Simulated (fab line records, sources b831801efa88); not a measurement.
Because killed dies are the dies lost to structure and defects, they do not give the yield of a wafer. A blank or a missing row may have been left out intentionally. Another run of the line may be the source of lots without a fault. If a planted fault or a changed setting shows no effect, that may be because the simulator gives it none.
Matching of chambers :: flow gf180mcu :: cmp-02 running GF_CONTACT_CMP_04: 4 sister chambers
The step polishes SiO2. 4 wafers are shown with their chamber, then 7 later ones without.

WAFERS PAIRED WITH THEIR CHAMBERS
wafer: L076.6
chamber: 0
motor-current-A (A): 11.1

wafer: L088.6
chamber: 3
motor-current-A (A): 13.0

wafer: L093.3
chamber: 1
motor-current-A (A): 9.8

wafer: L093.4
chamber: 2
motor-current-A (A): 13.9

WAFERS WHOSE CHAMBER IS MISSING
wafer: L093.5
motor-current-A (A): 12.5

wafer: L094.1
motor-current-A (A): 13.9

wafer: L094.3
motor-current-A (A): 11.1

wafer: L094.4
motor-current-A (A): 13.5

wafer: L096.1
motor-current-A (A): 11.1

wafer: L096.2
motor-current-A (A): 12.7

wafer: L096.6
motor-current-A (A): 9.1

EACH ONE'S CHAMBER
wafer: L093.5
from the rows above: 3
in truth: 3

wafer: L094.1
from the rows above: 2
in truth: 2

wafer: L094.3
from the rows above: 0
in truth: 0

wafer: L094.4
from the rows above: can't be placed: 2 or 3
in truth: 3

wafer: L096.1
from the rows above: 0
in truth: 0

wafer: L096.2
from the rows above: 3
in truth: 3

wafer: L096.6
from the rows above: 1
in truth: 1
6 of 7 placed correctly. These rows do not allow placing 1 (true chamber among the candidates in 1). Wrongly placed: 0.
How it was worked out, from the rows above alone: a wafer's distance from a chamber is the root of the sum, over the readings, of the square of ((its reading less the chamber's mean) divided by the reading's scatter). The wafer belongs to the nearest chamber; if the next one is less than 2 further off, it can't be placed. The mean given for a chamber averages the wafers shown for that chamber. The scatter: with one shown wafer a chamber, the root of the mean of the squares of how far each hidden wafer lies from its nearest shown one.
